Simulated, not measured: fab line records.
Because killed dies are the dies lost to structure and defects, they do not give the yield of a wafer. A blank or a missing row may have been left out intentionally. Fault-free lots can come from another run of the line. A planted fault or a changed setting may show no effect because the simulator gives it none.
Which tool did it? | flow gf180mcu | Sampling: 13 lots, 39 wafers, 4 of 602 route steps

== WHAT THE GAUGES SHOWED, per wafer ==
GF_STI_THK_MEAS_22.
lot  | measured    | on           | STI_OXIDATION_01_THK (nm)
L612 | day 2 07:50 | filmMetro-04 | 15.6 15.5 15.4
L613 | day 2 14:02 | filmMetro-03 | 14.8 14.3 14.6
L614 | day 2 20:11 | filmMetro-02 | 15.0 14.8 14.9
L616 | day 3 06:16 | filmMetro-03 | 15.1 14.9 15.1
L617 | day 3 11:20 | filmMetro-02 | 14.6 14.4 14.5
L618 | day 3 15:00 | filmMetro-02 | 15.4 15.1 14.9
L619 | day 3 20:29 | filmMetro-02 | 14.7 14.9 14.7
L620 | day 4 00:44 | filmMetro-02 | 15.1 14.9 15.1
L625 | day 5 06:05 | filmMetro-04 | 15.3 15.7 15.5
L629 | day 6 00:42 | filmMetro-03 | 15.3 15.3 15.3
L628 | day 6 00:44 | filmMetro-04 | 15.1 15.1 15.3
L631 | day 6 11:37 | filmMetro-02 | 15.4 15.2 15.2
L630 | day 6 11:38 | filmMetro-04 | 14.9 15.1 14.7

GF_NWELL_OVL_MEAS_07.
lot  | measured    | on         | NWELL_OVL (nm)
L612 | day 3 11:19 | overlay-02 | -1.7 -0.8 -2.2
L613 | day 3 20:58 | overlay-01 | 1.3 0.0 -0.5
L614 | day 3 23:48 | overlay-01 | 1.2 -1.3 -1.6
L616 | day 4 11:28 | overlay-01 | -1.3 0.2 -0.7
L617 | day 4 17:58 | overlay-02 | 0.3 -1.3 -1.7
L618 | day 4 21:25 | overlay-02 | -2.5 -0.7 -1.0
L619 | day 5 02:42 | overlay-01 | 0.4 -0.4 -1.4
L620 | day 5 06:58 | overlay-02 | -0.5 -0.7 -1.0
L625 | day 6 13:58 | overlay-02 | 1.0 0.6 -0.2
L629 | day 7 15:37 | overlay-02 | -1.0 -1.4 0.9
L628 | day 7 15:58 | overlay-01 | -3.0 -3.6 -1.8
L631 | day 7 21:42 | overlay-02 | -0.2 0.3 1.0
L630 | day 7 20:58 | overlay-01 | -0.6 -0.9 1.3

GF_HV_LDD_CD_MEAS_07: the cd target is 400 nm.
lot  | measured     | on       | cdNm (nm)
L612 | day 10 07:26 | cdSem-01 | 402.4 401.6 401.0
L613 | day 10 12:45 | cdSem-02 | 397.6 400.7 398.7
L614 | day 10 19:02 | cdSem-02 | 402.8 400.6 398.8
L616 | day 11 14:47 | cdSem-02 | 400.7 402.4 401.4
L617 | day 11 21:28 | cdSem-02 | 400.1 399.4 401.6
L618 | day 11 23:20 | cdSem-02 | 401.3 398.3 398.5
L619 | day 12 12:40 | cdSem-01 | 401.5 401.6 402.6
L620 | day 12 12:44 | cdSem-02 | 399.7 398.0 399.4
L625 | day 14 10:22 | cdSem-01 | 402.8 401.7 404.3
L629 | day 15 22:17 | cdSem-02 | 409.4 407.8 409.8
L628 | day 15 19:51 | cdSem-02 | 413.1 410.2 409.3
L631 | day 16 06:01 | cdSem-02 | 400.9 402.3 400.7
L630 | day 16 05:54 | cdSem-01 | 408.9 407.7 408.6

== EACH LOT AND THE TOOL THAT RAN IT (in order: tool; ch and the chambers of the sampled wafers; start) ==
lot  | GF_HV_LDD_COAT_02
L612 | lithoTrack-03 ch 0, day 9 22:16
L613 | lithoTrack-01 ch 0, day 10 04:11
L614 | lithoTrack-01 ch 0, day 10 09:49
L616 | lithoTrack-02 ch 0, day 11 04:49
L617 | lithoTrack-01 ch 0, day 11 12:02
L618 | lithoTrack-01 ch 0, day 11 13:32
L619 | lithoTrack-03 ch 0, day 12 02:38
L620 | lithoTrack-01 ch 0, day 12 03:01
L625 | lithoTrack-01 ch 0, day 13 23:46
L629 | lithoTrack-03 ch 0, day 15 10:26
L628 | lithoTrack-03 ch 0, day 15 08:55
L631 | lithoTrack-02 ch 0, day 15 19:05
L630 | lithoTrack-03 ch 0, day 15 18:38
- GF_HV_LDD_COAT_02: resist thk 1000 nm.

== WHAT THE TOOLS THEMSELVES READ (means of the sampled wafers that have a number; where no wafer has one, the mark that the record gives instead) ==
GF_HV_LDD_COAT_02.
lot  | tool          | spinSpeedRpm (rpm)
L612 | lithoTrack-03 | 2999.1
L613 | lithoTrack-01 | 3000.2
L614 | lithoTrack-01 | 3001.8
L616 | lithoTrack-02 | 2998.4
L617 | lithoTrack-01 | 3001.8
L618 | lithoTrack-01 | 2999.9
L619 | lithoTrack-03 | 3001.6
L620 | lithoTrack-01 | 2999.1
L625 | lithoTrack-01 | 3001.0
L629 | lithoTrack-03 | 3744.2
L628 | lithoTrack-03 | 3744.0
L631 | lithoTrack-02 | 2999.6
L630 | lithoTrack-03 | 3741.1

== THE ANSWER, worked out from the rows above alone ==
Rule: the lots themselves supply what counts as usual. The widest of any qualifying gaps counts: lots, ordered by their means at a reading, are off when they make up no more than a third of the lots, leave a main group of 4 or more, and stand apart from it by 3 or more times the standard deviation of that group's means. The tables above print the reading to a certain number of digits; a main group whose means all agree to those digits is not used. A lot without any number at a reading at which 4 lots or more have one is off too. Where the step has rows for the other lots, those lots are counted as sound. First the gauges in route order, then the tools' own readings, where a lot's mean is used as printed above. At the first step where some lot is off, the reading lying furthest off is the one used; lots without a number count as furthest.
Off, at GF_HV_LDD_CD_MEAS_07 on cdNm: L629, L628, L630. The main group has a mean of 400.8 nm with a standard deviation of 1.3.
A tool fits if, at a process step before that reading, it ran every lot that is off, and no sound lot after the first of them. Not tried: the gauges at GF_HV_LDD_CD_MEAS_07; whatever is off there is also off at GF_HV_LDD_COAT_02, on other tools, and gauge error can't account for it. One candidate fits, namely lithoTrack-03 at GF_HV_LDD_COAT_02. Its last sound lot is L619 (day 12 02:38), its first lot that is off L628 (day 15 08:55): a fault that began between those two fits.
The tool's own readings at GF_HV_LDD_COAT_02 bear it out: on the lots that are off they differ by more than 5 times the standard deviation of the sound lots' means. spinSpeedRpm reads 3743.1 rpm there against 3000.2 rpm on the sound lots.

== WHAT THE SIMULATOR HAD INSERTED ==
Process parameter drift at GF_HV_LDD_COAT_02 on lithoTrack-03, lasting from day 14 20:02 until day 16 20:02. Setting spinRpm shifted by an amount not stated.
Struck lots among those shown: L629, L628, L630. This agrees with what the rule above found.
